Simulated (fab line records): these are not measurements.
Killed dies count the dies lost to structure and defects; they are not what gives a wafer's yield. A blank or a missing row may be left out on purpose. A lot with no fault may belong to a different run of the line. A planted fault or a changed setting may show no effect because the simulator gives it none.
Which of the tools did it?	flow sky130	at 1 step of a route of 708, 11 lots with 33 wafers sampled

WHAT THE GAUGES READ, wafer by wafer
SKY_METAL1_OVL_MEAS_16.
lot	measured	on	METAL1_OVL (nm)
L363	day 33 08:36	overlay-01	2 -3 -1
L366	day 34 09:15	overlay-01	2 -1 -1
L365	day 34 13:37	overlay-01	1 7 0
L367	day 34 21:24	overlay-02	2 8 5
L369	day 35 12:05	overlay-01	2 6 9
L370	day 35 20:11	overlay-02	0 -2 2
L371	day 36 00:25	overlay-01	-1 -2 3
L373	day 37 01:03	overlay-02	0 1 -3
L377	day 37 15:20	overlay-02	1 -5 -3
L381	day 38 16:17	overlay-01	0 7 0
L385	day 40 09:17	overlay-02	-3 -10 -6

EACH LOT AND THE TOOL THAT RAN IT (in order: tool; ch and the chambers of the sampled wafers; start)
There is no process step in the record ahead of these readings.

THE ANSWER, worked out from the rows above alone
Rule: the lots themselves supply what counts as usual. Put in order of their means at a reading, lots are off if they are a third of the lots or fewer, leave a main group of 4 or more, and stand apart from it by a gap of 3 or more times the standard deviation of the main group's means; of several such gaps the widest counts. Not used: any main group whose means are identical at the precision the tables above print for the reading. A lot without any number at a reading at which 4 lots or more have one is off too. The other lots that the step has rows for count as sound.
No lot is off at any reading shown: from this, nothing can be told.

WHAT THE SIMULATOR HAD INSERTED
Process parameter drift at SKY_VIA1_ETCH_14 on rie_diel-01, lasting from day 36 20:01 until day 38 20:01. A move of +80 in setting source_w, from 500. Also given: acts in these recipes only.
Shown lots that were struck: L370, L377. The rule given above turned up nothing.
